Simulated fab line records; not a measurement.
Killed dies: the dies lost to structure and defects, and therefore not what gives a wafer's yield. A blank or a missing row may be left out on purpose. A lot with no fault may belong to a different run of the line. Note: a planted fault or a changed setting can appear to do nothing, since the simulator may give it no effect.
One fault seen from 2 desks || flow sfq line || each desk has only its own numbers; what lay behind them comes last

AT THE TOOL OWNER'S DESK: rie diel-01
The tool's own readings at SFQ_TRILAYER_I3_VIA_BARC_OPEN_VIA_ETCH_121 (etches BARC in O2, target depth 125 nm, time 41.7 s): means of the sampled wafers that have a number, for each lot that ran on this tool. Any lot whose mean is over 4 standard deviations away from the usual mean is out of limits and marked OUT; that distance is given in the brackets.
Columns: A = drypump motor current A at SFQ_TRILAYER_I3_VIA_BARC_OPEN_VIA_ETCH_121, usual 5.9 A; B = oes product au at SFQ_TRILAYER_I3_VIA_BARC_OPEN_VIA_ETCH_121, usual 0.686 a.u.
{"lot": "L154", "first seen here": "day 37 03:02", "A": 6.3, "B": 0.684}
{"lot": "L156", "first seen here": "day 37 21:07", "A": 6.3, "B": 0.684}
{"lot": "L168", "first seen here": "day 48 20:21", "A": 5.9, "B": 0.682}
Finding of this desk: none of the 3 lots has anything out of limits.

THE METROLOGY DESK
What the gauges read for every lot (on any tool): the sampled wafers with a number, averaged. Any lot whose mean is over 4 standard deviations away from the usual mean is out of limits and marked OUT; that distance is given in the brackets.
Columns: A = I3_BOW at SFQ_I3_BOW_MEAS_922, usual 0 um; B = I3_OVL at SFQ_I3_OVL_MEAS_923, usual 1 nm
{"lot": "L154", "first seen here": "day 36 23:26", "A": 3, "B": 1}
{"lot": "L156", "first seen here": "day 37 17:31", "A": 15, "B": 3}
{"lot": "L160", "first seen here": "day 40 06:12", "A": 6, "B": 3}
{"lot": "L165", "first seen here": "day 47 21:30", "A": 6, "B": -0}
{"lot": "L168", "first seen here": "day 48 04:11", "A": -5, "B": -2}
Finding of this desk: none of the 5 lots has anything out of limits.

BROUGHT TOGETHER
The desk of the tool owner found nothing out of limits.
From the metrology desk's view, nothing was out of limits.

WHAT WAS PUT IN BY THE SIMULATOR
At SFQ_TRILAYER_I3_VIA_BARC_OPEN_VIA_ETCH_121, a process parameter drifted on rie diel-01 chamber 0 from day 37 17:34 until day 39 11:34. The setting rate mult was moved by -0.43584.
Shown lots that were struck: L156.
